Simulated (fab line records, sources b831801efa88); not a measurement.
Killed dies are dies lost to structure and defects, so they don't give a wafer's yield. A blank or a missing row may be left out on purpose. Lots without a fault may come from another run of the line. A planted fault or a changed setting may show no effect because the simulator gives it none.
Split-lot experiment | flow sfq_line | 5 lots, 23 wafers read, on a route of 325 steps

THE SPLIT
At SFQ_TRILAYER_C5_LITHO_EXPOSE_152 (exposes mask C5, target cd 500 nm), the setting dose_mj was moved away from the recipe's 21.3 on 7 of the 23 wafers read, by -6.9% to -3.1%. The other wafers ran this setting at the recipe's value.

FROM THE SPLIT TO THE READING: what the file shows between them, 3 steps
- SFQ_TRILAYER_C5_LITHO_PEB_154: peb time 60 s
- SFQ_TRILAYER_C5_LITHO_DEVELOP_153: time 60 s
- SFQ_TRILAYER_C5_BARC_OPEN_VIA_ETCH_210: etches BARC in O2, target depth 125 nm, time 41.7 s

THE READING
C5.cd_nm (the simulator's own value, which no gauge read), in nm, at SFQ_TRILAYER_C5_ETCH_VIA_ETCH_154 (etches SiO2 in CHF3, stops on Nb, target depth 84 nm). The file gives no usual value for it. The 16 wafers here that ran the recipe average 518.1 nm, standard deviation 0.99 nm.

wafer  | tool, chamber at the split | dose_mj as run | against the recipe | C5.cd_nm, nm | against lot-mates on the recipe
L074.1 | krf_scanner-02, 0          | 21.3           | recipe             | 518          | -
L074.3 | krf_scanner-02, 0          | 21.3           | recipe             | 517.5        | -
L074.6 | krf_scanner-02, 0          | 21.3           | recipe             | 517.6        | -
L075.2 | krf_scanner-02, 0          | 20.65          | -3.1%              | 513.7        | -4.2
L075.3 | krf_scanner-02, 0          | 21.3           | recipe             | 517.5        | -
L075.4 | krf_scanner-02, 0          | 21.3           | recipe             | 518.2        | -
L075.5 | krf_scanner-02, 0          | 21.3           | recipe             | 518          | -
L075.6 | krf_scanner-02, 0          | 20.65          | -3.1%              | 511.9        | -6.0
L079.1 | krf_scanner-02, 0          | 21.3           | recipe             | 517          | -
L079.3 | krf_scanner-02, 0          | 21.3           | recipe             | 516.4        | -
L079.4 | krf_scanner-02, 0          | 21.3           | recipe             | 517.3        | -
L079.5 | krf_scanner-02, 0          | 19.83          | -6.9%              | 506.1        | -10.8
L079.6 | krf_scanner-02, 0          | 19.83          | -6.9%              | 506          | -10.9
L083.1 | krf_scanner-02, 0          | 21.3           | recipe             | 518          | -
L083.2 | krf_scanner-02, 0          | 21.3           | recipe             | 518.5        | -
L083.3 | krf_scanner-02, 0          | 21.3           | recipe             | 518.8        | -
L083.4 | krf_scanner-02, 0          | 21.3           | recipe             | 517.7        | -
L083.6 | krf_scanner-02, 0          | 21.3           | recipe             | 518.7        | -
L084.1 | krf_scanner-02, 0          | 21.3           | recipe             | 520.8        | -
L084.2 | krf_scanner-02, 0          | 20.24          | -5.0%              | 511.9        | -8.1
L084.3 | krf_scanner-02, 0          | 21.3           | recipe             | 519.3        | -
L084.4 | krf_scanner-02, 0          | 20.24          | -5.0%              | 510.8        | -9.2
L084.5 | krf_scanner-02, 0          | 20.24          | -5.0%              | 509.9        | -10.1

THE FIT
A straight line over all 23 wafers: C5.cd_nm changes by +1.63 nm for each +1% of dose_mj; r = +0.97; the points scatter about the line by 1 nm.
The same after taking each lot's own level away (the mean of its wafers on the recipe; 23 wafers): +1.68 nm for each +1%; r = +0.99; scatter 0.68 nm.
On that fit, the largest move of dose_mj shifts the reading by 12 nm.
The lots' own levels span 516.90 to 520.05 nm, that is 3.2 times the standard deviation above.
So the lot-to-lot level changes the slope little: the two slopes agree.
Check: with one of the wafers moved furthest among these (-6.9%) left out of the fit, the line predicts -11.9 nm for it against its lot-mates. It came out at -10.8 nm against them.

OTHER SPLITS ON THESE WAFERS
These wafers also went through other splits before the reading. Each is held against what the fit with the lots' levels taken away leaves over:
other split on the same wafers                        | wafers away from the commonest value | r with C5.cd_nm (lot level and that fit taken away)
SFQ_TRILAYER_I5_LITHO_COAT_144 spin_rpm               | 11                                   | +0.00
SFQ_TRILAYER_I5_BARC_OPEN_VIA_ETCH_200 pressure_mtorr | 18                                   | +0.22

THE WHOLE CHAIN: every reading that the file lists as answering this split, in the file's order
step                                   | what it does                                         | reading                                                   | change (the file's fit)              | r (the file's)
SFQ_TRILAYER_C5_BARC_OPEN_VIA_ETCH_210 | etches BARC in O2, target depth 125 nm, time 41.7 s  | C5.cd_nm (the simulator's own value, which no gauge read) | +1.65 nm for each +1% of the setting | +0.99
SFQ_TRILAYER_C5_ETCH_VIA_ETCH_154      | etches SiO2 in CHF3, stops on Nb, target depth 84 nm | C5.cd_nm (the simulator's own value, which no gauge read) | +1.66 nm for each +1% of the setting | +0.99

THE FILE'S OWN FIT
C5.cd_nm changes by +1.66 nm for each +1% of dose_mj, r = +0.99.
